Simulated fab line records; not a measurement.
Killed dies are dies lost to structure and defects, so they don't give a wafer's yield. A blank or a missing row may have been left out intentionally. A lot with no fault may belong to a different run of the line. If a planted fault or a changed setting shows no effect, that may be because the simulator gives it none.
fab line records | flow gf180mcu
record: lots: 13 | wafers: 39 | last-day: 34
route steps=602 shown M1@321 V1@338
lots with no fault: from the same line, run without faults
start-h: hours from the record's opening day to when the first of the lot's shown wafers began | wait-h: hours since the lot's step before | " as in the row above | L1.1+2: one row covering several wafers at once | - no value, or no start given | * or withheld: withheld | < > ~ a bound
route shown NAME@n: NAME is a module with steps in the file, n the number in the route of the first one | usual: mean/standard deviation of fault-free wafers | same: alike in all rows | chamber/n: place in a boat | sites: the reading at each site | _std_site: the values' standard deviation | _edge_site: inner sites' mean taken away from outer sites' mean | radius-mm: for every site, how far away it sits from the centre of the wafer | mask NAME#n: copy n | behind: the last tool/chamber to shape the wafer | hold: the reason the lot was held/the length of the hold in hours/how it ended | device: the n, p or np transistor that did not switch | end of line: the same wafers' tests at the end of the route | a step given without rows: its recipe and nothing more | killed: dies that structure and defects cost at the first sort, which is not the same as the wafer's yield | map: shows each die of a wafer: x if killed, . if not, _ if none is there
set.NAME: the setting as run; set.NAME@STEP: as run at that earlier step | model.NAME: the simulator's own value behind a step, which no gauge read
a sample of lots followed through the steps of the route, with each step as a table and each wafer as a row
services: a tool's chamber out of use, with start hour (start-h, from the record's first day; less than 0 if before it), hours out, and reason
== steps ==
step: GF_M1_THK_MEAS_06
recipe: thk-meas-gauge: xrf | reads: AlCu_of_M1_SPUTTER_02
usual: M1_ALCU_THK: 443/5.5
lot.wafer | tool          | chamber | start-h | wait-h | M1_ALCU_THK[nm]
L447.2    | film-metro-01 | -       | 359.04  | 0.1    | 439
L447.4    | "             | -       | "       | "      | 448
L447.6    | "             | -       | "       | "      | 437
L449.1    | film-metro-03 | -       | 381.58  | 0.1    | 435
L449.2    | "             | -       | "       | "      | 436
L449.6    | "             | -       | "       | "      | 433
L450.1    | film-metro-03 | -       | 389.79  | 0.1    | 436
L450.2    | "             | -       | "       | "      | 437
L450.3    | "             | -       | "       | "      | 436
L451.1    | film-metro-01 | -       | 397.05  | 0.1    | 437
L451.2    | "             | -       | "       | "      | 437
L451.3    | "             | -       | "       | "      | 437
L452.2    | film-metro-03 | -       | 411.46  | 0.1    | 433
L452.3    | "             | -       | "       | "      | 436
L452.5    | "             | -       | "       | "      | 438
L457.1    | film-metro-03 | -       | 454.92  | 0.1    | 449
L457.3    | "             | -       | "       | "      | 440
L457.6    | "             | -       | "       | "      | 443
L458.1    | film-metro-04 | -       | 462.53  | 0.1    | 438
L458.4    | "             | -       | "       | "      | 442
L458.6    | "             | -       | "       | "      | 444
L464.2    | film-metro-04 | -       | 518.16  | 0.1    | 438
L464.3    | "             | -       | "       | "      | 440
L464.6    | "             | -       | "       | "      | 442
L466.1    | film-metro-03 | -       | 533.04  | 0.1    | 446
L466.2    | "             | -       | "       | "      | 441
L466.6    | "             | -       | "       | "      | 445
L467.2    | film-metro-04 | -       | 539.22  | 0.1    | 438
L467.4    | "             | -       | "       | "      | 434
L467.6    | "             | -       | "       | "      | 441
L468.1    | film-metro-01 | -       | 545.25  | 0.1    | 441
L468.3    | "             | -       | "       | "      | 444
L468.5    | "             | -       | "       | "      | 436
L469.2    | film-metro-03 | -       | 549.37  | 0.1    | 443
L469.4    | "             | -       | "       | "      | 444
L469.5    | "             | -       | "       | "      | 441
L470.1    | film-metro-03 | -       | 562.66  | 0.1    | 443
L470.3    | "             | -       | "       | "      | 446
L470.5    | "             | -       | "       | "      | 443
step: GF_V1_THK_MEAS_03
recipe: reads: SiO2_of_V1_CVD_02
usual: V1_CVD_02_THK: 851/11
lot.wafer | tool          | chamber | start-h | wait-h | V1_CVD_02_THK[nm]
L447.2    | film-metro-03 | -       | 382.11  | 0.0    | 823
L447.4    | "             | -       | "       | "      | 837
L447.6    | "             | -       | "       | "      | 844
L449.1    | film-metro-04 | -       | 405.16  | 0.0    | 837
L449.2    | "             | -       | "       | "      | 854
L449.6    | "             | -       | "       | "      | 844
L450.1    | film-metro-03 | -       | 414.60  | 0.1    | 838
L450.2    | "             | -       | "       | "      | 832
L450.3    | "             | -       | "       | "      | 853
L451.1    | film-metro-03 | -       | 421.72  | 0.0    | 839
L451.2    | "             | -       | "       | "      | 853
L451.3    | "             | -       | "       | "      | 845
L452.2    | film-metro-04 | -       | 435.52  | 0.0    | 832
L452.3    | "             | -       | "       | "      | 840
L452.5    | "             | -       | "       | "      | 833
L457.1    | film-metro-04 | -       | 479.41  | 0.0    | 844
L457.3    | "             | -       | "       | "      | 843
L457.6    | "             | -       | "       | "      | 856
L458.1    | film-metro-02 | -       | 487.67  | 0.0    | 847
L458.4    | "             | -       | "       | "      | 857
L458.6    | "             | -       | "       | "      | 861
L464.2    | film-metro-03 | -       | 541.88  | 0.0    | 839
L464.3    | "             | -       | "       | "      | 838
L464.6    | "             | -       | "       | "      | 848
L466.1    | film-metro-02 | -       | 556.33  | 0.0    | 856
L466.2    | "             | -       | "       | "      | 859
L466.6    | "             | -       | "       | "      | 859
L467.2    | film-metro-04 | -       | 562.32  | 0.0    | 856
L467.4    | "             | -       | "       | "      | 857
L467.6    | "             | -       | "       | "      | 869
L468.1    | film-metro-02 | -       | 567.97  | 0.0    | 836
L468.3    | "             | -       | "       | "      | 849
L468.5    | "             | -       | "       | "      | 869
L469.2    | film-metro-04 | -       | 572.87  | 0.0    | 852
L469.4    | "             | -       | "       | "      | 842
L469.5    | "             | -       | "       | "      | 857
L470.1    | film-metro-02 | -       | 585.11  | 0.0    | 859
L470.3    | "             | -       | "       | "      | 839
L470.5    | "             | -       | "       | "      | 863
step: GF_V1_SPUTTER_21
recipe: material: Ti | target-thk-nm: 15 | chamber-pressure-pa: 5 | power-w: 2500 | substrate-temp-c: 200 | time-s: 80.02
usual: substrate-temp-c: 200.00/0.15 | throttle-valve-pct: 30.2/0.98
lot.wafer | tool           | chamber | start-h | wait-h | substrate-temp-c | throttle-valve-pct
L447.2    | pvd-sputter-03 | -       | 406.28  | 0.0    | 200.09           | 28.1
L447.4    | "              | -       | "       | "      | 200.02           | 29.1
L447.6    | "              | -       | "       | "      | 199.97           | 30.4
L449.1    | pvd-sputter-04 | -       | 429.83  | 0.0    | 199.80           | 31.0
L449.2    | "              | -       | "       | "      | 199.96           | 30.8
L449.6    | "              | -       | "       | "      | 199.95           | 29.9
L450.1    | pvd-sputter-04 | -       | 439.75  | 0.0    | 200.05           | 30.6
L450.2    | "              | -       | "       | "      | 200.05           | 30.8
L450.3    | "              | -       | "       | "      | 200.10           | 29.8
L451.1    | pvd-sputter-02 | -       | 447.01  | 0.0    | 200.07           | 31.4
L451.2    | "              | -       | "       | "      | 199.98           | 29.7
L451.3    | "              | -       | "       | "      | 199.57           | 30.6
L452.2    | pvd-sputter-02 | -       | 460.46  | 0.0    | 200.13           | 31.3
L452.3    | "              | -       | "       | "      | 199.83           | 31.1
L452.5    | "              | -       | "       | "      | 200.02           | 31.2
L457.1    | pvd-sputter-04 | -       | 503.77  | 0.0    | 199.85           | 30.9
L457.3    | "              | -       | "       | "      | 199.92           | 30.8
L457.6    | "              | -       | "       | "      | 199.75           | 29.7
L458.1    | pvd-sputter-02 | -       | 512.48  | 0.0    | 200.26           | 31.0
L458.4    | "              | -       | "       | "      | 199.95           | 31.3
L458.6    | "              | -       | "       | "      | 200.13           | 31.2
L464.2    | pvd-sputter-04 | -       | 565.42  | 0.0    | 199.89           | 30.0
L464.3    | "              | -       | "       | "      | 200.12           | 31.0
L464.6    | "              | -       | "       | "      | 200.17           | 30.6
L466.1    | pvd-sputter-02 | -       | 578.81  | 0.0    | 199.86           | 31.3
L466.2    | "              | -       | "       | "      | 200.09           | 29.5
L466.6    | "              | -       | "       | "      | 200.02           | 31.1
L467.2    | pvd-sputter-04 | -       | 585.51  | 0.0    | 200.21           | 30.9
L467.4    | "              | -       | "       | "      | 199.64           | 30.0
L467.6    | "              | -       | "       | "      | 200.02           | 30.6
L468.1    | pvd-sputter-02 | -       | 590.56  | 0.0    | 199.92           | 31.3
L468.3    | "              | -       | "       | "      | 200.03           | 31.0
L468.5    | "              | -       | "       | "      | 200.12           | 31.1
L469.2    | pvd-sputter-04 | -       | 595.56  | 0.0    | 200.09           | 29.7
L469.4    | "              | -       | "       | "      | 200.26           | 30.6
L469.5    | "              | -       | "       | "      | 199.96           | 29.6
L470.1    | pvd-sputter-02 | -       | 607.18  | 0.0    | 199.83           | 29.6
L470.3    | "              | -       | "       | "      | 200.11           | 31.3
L470.5    | "              | -       | "       | "      | 200.11           | 30.8
step: GF_V1_SPUTTER_22
recipe: material: TiN | target-thk-nm: 10 | chamber-pressure-pa: 5 | power-w: 4000 | time-s: 40
usual: throttle-valve-pct: 30.2/0.97
lot.wafer | tool           | chamber | start-h | wait-h | throttle-valve-pct
L447.2    | pvd-sputter-03 | -       | 406.34  | 0.0    | 28.3
L447.4    | "              | -       | "       | "      | 29.3
L447.6    | "              | -       | "       | "      | 30.5
L449.1    | pvd-sputter-04 | -       | 429.89  | 0.0    | 30.8
L449.2    | "              | -       | "       | "      | 31.0
L449.6    | "              | -       | "       | "      | 29.8
L450.1    | pvd-sputter-04 | -       | 439.81  | 0.0    | 30.7
L450.2    | "              | -       | "       | "      | 31.0
L450.3    | "              | -       | "       | "      | 29.8
L451.1    | pvd-sputter-02 | -       | 447.07  | 0.0    | 31.1
L451.2    | "              | -       | "       | "      | 30.0
L451.3    | "              | -       | "       | "      | 30.6
L452.2    | pvd-sputter-02 | -       | 460.52  | 0.0    | 31.2
L452.3    | "              | -       | "       | "      | 31.3
L452.5    | "              | -       | "       | "      | 31.2
L457.1    | pvd-sputter-04 | -       | 503.83  | 0.0    | 30.8
L457.3    | "              | -       | "       | "      | 30.8
L457.6    | "              | -       | "       | "      | 30.0
L458.1    | pvd-sputter-02 | -       | 512.54  | 0.0    | 31.2
L458.4    | "              | -       | "       | "      | 31.1
L458.6    | "              | -       | "       | "      | 31.3
L464.2    | pvd-sputter-04 | -       | 565.49  | 0.0    | 29.6
L464.3    | "              | -       | "       | "      | 30.8
L464.6    | "              | -       | "       | "      | 30.8
L466.1    | pvd-sputter-02 | -       | 578.87  | 0.0    | 31.5
L466.2    | "              | -       | "       | "      | 29.9
L466.6    | "              | -       | "       | "      | 30.9
L467.2    | pvd-sputter-04 | -       | 585.57  | 0.0    | 30.6
L467.4    | "              | -       | "       | "      | 29.9
L467.6    | "              | -       | "       | "      | 30.8
L468.1    | pvd-sputter-02 | -       | 590.62  | 0.0    | 31.3
L468.3    | "              | -       | "       | "      | 30.9
L468.5    | "              | -       | "       | "      | 30.9
L469.2    | pvd-sputter-04 | -       | 595.62  | 0.0    | 29.8
L469.4    | "              | -       | "       | "      | 30.5
L469.5    | "              | -       | "       | "      | 30.3
L470.1    | pvd-sputter-02 | -       | 607.25  | 0.0    | 29.9
L470.3    | "              | -       | "       | "      | 31.1
L470.5    | "              | -       | "       | "      | 30.8
step: GF_V1_RS_MEAS_24
recipe: thk-meas-gauge: four-point-probe | reads: W_of_V1_CVD_23+TiN_of_V1_SPUTTER_22+Ti_of_V1_SPUTTER_21
usual: V1_W_RS: 0.323/0.004
lot.wafer | tool          | chamber | start-h | wait-h | hold                     | V1_W_RS[ohm/sq]
L447.2    | film-metro-03 | -       | 406.51  | 0.1    | -                        | 0.315
L447.4    | "             | -       | "       | "      | -                        | 0.320
L447.6    | "             | -       | "       | "      | -                        | 0.318
L449.1    | film-metro-02 | -       | 430.04  | 0.1    | -                        | 0.328
L449.2    | "             | -       | "       | "      | -                        | 0.321
L449.6    | "             | -       | "       | "      | -                        | 0.328
L450.1    | film-metro-03 | -       | 439.96  | 0.1    | -                        | 0.320
L450.2    | "             | -       | "       | "      | -                        | 0.326
L450.3    | "             | -       | "       | "      | -                        | 0.321
L451.1    | film-metro-03 | -       | 447.22  | 0.1    | -                        | 0.322
L451.2    | "             | -       | "       | "      | -                        | 0.327
L451.3    | "             | -       | "       | "      | -                        | 0.326
L452.2    | film-metro-02 | -       | 460.69  | 0.1    | -                        | 0.322
L452.3    | "             | -       | "       | "      | -                        | 0.324
L452.5    | "             | -       | "       | "      | -                        | 0.318
L457.1    | film-metro-02 | -       | 503.98  | 0.1    | -                        | 0.323
L457.3    | "             | -       | "       | "      | -                        | 0.317
L457.6    | "             | -       | "       | "      | -                        | 0.324
L458.1    | film-metro-04 | -       | 512.69  | 0.1    | await-dispo/0.2h/release | 0.313
L458.4    | "             | -       | "       | "      | await-dispo/0.2h/release | 0.316
L458.6    | "             | -       | "       | "      | await-dispo/0.2h/release | 0.316
L458.1    | film-metro-04 | -       | 512.98  | 0.3    | -                        | 0.313
L458.4    | "             | -       | "       | "      | -                        | 0.316
L458.6    | "             | -       | "       | "      | -                        | 0.317
L464.2    | film-metro-03 | -       | 565.66  | 0.1    | -                        | 0.324
L464.3    | "             | -       | "       | "      | -                        | 0.325
L464.6    | "             | -       | "       | "      | -                        | 0.318
L466.1    | film-metro-04 | -       | 579.02  | 0.1    | -                        | 0.324
L466.2    | "             | -       | "       | "      | -                        | 0.330
L466.6    | "             | -       | "       | "      | -                        | 0.322
L467.2    | film-metro-04 | -       | 585.74  | 0.1    | -                        | 0.323
L467.4    | "             | -       | "       | "      | -                        | 0.324
L467.6    | "             | -       | "       | "      | -                        | 0.326
L468.1    | film-metro-03 | -       | 590.77  | 0.1    | -                        | 0.322
L468.3    | "             | -       | "       | "      | -                        | 0.331
L468.5    | "             | -       | "       | "      | -                        | 0.328
L469.2    | film-metro-03 | -       | 595.79  | 0.1    | -                        | 0.321
L469.4    | "             | -       | "       | "      | -                        | 0.320
L469.5    | "             | -       | "       | "      | -                        | 0.323
L470.1    | film-metro-04 | -       | 607.40  | 0.1    | -                        | 0.319
L470.3    | "             | -       | "       | "      | -                        | 0.323
L470.5    | "             | -       | "       | "      | -                        | 0.324
== services ==
tool           | chamber | start-h | hours | kind
pvd-sputter-04 | 0       | 383.80  | -     | consumable-replace:kit
pvd-sputter-04 | 0       | 383.80  | 18.0  | scheduled-down
pvd-sputter-04 | 0       | 383.80  | 18.0  | vent-cycle
pvd-sputter-02 | -       | 466.69  | 7.4   | repair
== key ==
first-sign: step: GF_V1_RS_MEAS_24 | reading: visit | direction: added
effect none on later readings
met-at GF_V1_SPUTTER_22
struck-lots L458
struck-wafers L458.1
not-acting-at GF_M1_THK_MEAS_06,GF_V1_THK_MEAS_03,GF_V1_SPUTTER_21
onset-between 460.52 512.54
fault: kind: process-parameter-drift | tool: pvd-sputter-02 | chamber: - | onset-h: 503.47 | steps: GF_V1_SPUTTER_22 | channel: target-thk-nm | offset: 6.8695 | shape: step | end-h: 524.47 | scope: struck-wafers-only | acts-in: these-recipes-only | stated: 10
